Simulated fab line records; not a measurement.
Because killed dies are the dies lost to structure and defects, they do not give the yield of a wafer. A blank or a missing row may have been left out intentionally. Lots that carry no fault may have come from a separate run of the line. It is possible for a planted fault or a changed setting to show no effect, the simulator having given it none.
The tool behind it: which one? | flow sky130 | Sampling: 13 lots, 39 wafers, 2 of 708 route steps

WHAT THE GAUGES READ, wafer by wafer
SKY_CONTACT_THK_MEAS_01.
lot  | measured     | on           | CONTACT_CVD_00_THK (nm)
L134 | day 30 11:46 | filmMetro-02 | 74.8 74.6 75.7
L136 | day 31 00:46 | filmMetro-01 | 75.1 76.0 76.6
L135 | day 31 06:06 | filmMetro-01 | 73.4 74.2 74.6
L142 | day 33 14:14 | filmMetro-02 | 74.4 74.7 75.4
L147 | day 34 21:19 | filmMetro-01 | 74.5 75.1 75.2
L148 | day 35 06:28 | filmMetro-02 | 74.3 76.3 76.0
L149 | day 35 14:09 | filmMetro-01 | 75.7 74.5 75.1
L150 | day 35 17:04 | filmMetro-02 | 75.1 75.6 75.9
L151 | day 36 11:39 | filmMetro-03 | 75.9 73.7 74.8
L153 | day 36 19:02 | filmMetro-01 | 75.1 76.4 75.8
L152 | day 36 22:16 | filmMetro-02 | 75.0 75.3 75.0
L155 | day 37 04:11 | filmMetro-03 | 75.9 75.9 75.6
L157 | day 37 17:23 | filmMetro-03 | 76.2 74.3 75.8

SKY_CONTACT_BOW_MEAS_05.
lot  | measured     | on           | CONTACT_BOW (um)
L134 | day 30 12:17 | filmMetro-03 | 77 72 69
L136 | day 31 01:16 | filmMetro-02 | 80 86 89
L135 | day 31 06:38 | filmMetro-02 | 79 92 75
L142 | day 33 14:44 | filmMetro-02 | 82 77 76
L147 | day 34 21:49 | filmMetro-02 | 74 72 84
L148 | day 35 06:58 | filmMetro-02 | 81 76 84
L149 | day 35 14:40 | filmMetro-02 | 77 88 81
L150 | day 35 17:34 | filmMetro-02 | 78 73 92
L151 | day 36 12:08 | filmMetro-01 | 81 81 78
L153 | day 36 19:31 | filmMetro-03 | 81 73 80
L152 | day 36 22:46 | filmMetro-01 | 86 86 86
L155 | day 37 04:42 | filmMetro-01 | 82 82 77
L157 | day 37 17:52 | filmMetro-01 | 71 88 89

WHICH TOOL RAN EACH LOT (tool, then ch and the chambers of the sampled wafers, then the start)
The record shows no process step preceding these readings.

AS READ BY THE TOOLS THEMSELVES (means over the sampled wafers that have a number; for cases with no such wafer, the mark the record gives instead)
The record holds no such reading with a usual standard deviation.

THE ANSWER, worked out from the rows above alone
Rule: usual is defined by the lots themselves. The widest of any qualifying gaps counts: lots, ordered by their means at a reading, are off when they make up no more than a third of the lots, leave a main group of 4 or more, and stand apart from it by 3 or more times the standard deviation of that group's means. The tables above print the reading to a certain number of digits; a main group whose means all agree to those digits is not used. Also off: a lot with no number at a reading for which 4 or more lots have one. Where the step has rows for the other lots, those lots are counted as sound. After the gauges, taken in route order, come the tools' own readings; for these a lot's mean is taken, as printed above. At the first step where some lot is off, the reading lying furthest off is the one used; lots without a number count as furthest.
Across all readings shown, no lot is off: no conclusion can be drawn from this.

WHAT THE SIMULATOR HAD PUT IN
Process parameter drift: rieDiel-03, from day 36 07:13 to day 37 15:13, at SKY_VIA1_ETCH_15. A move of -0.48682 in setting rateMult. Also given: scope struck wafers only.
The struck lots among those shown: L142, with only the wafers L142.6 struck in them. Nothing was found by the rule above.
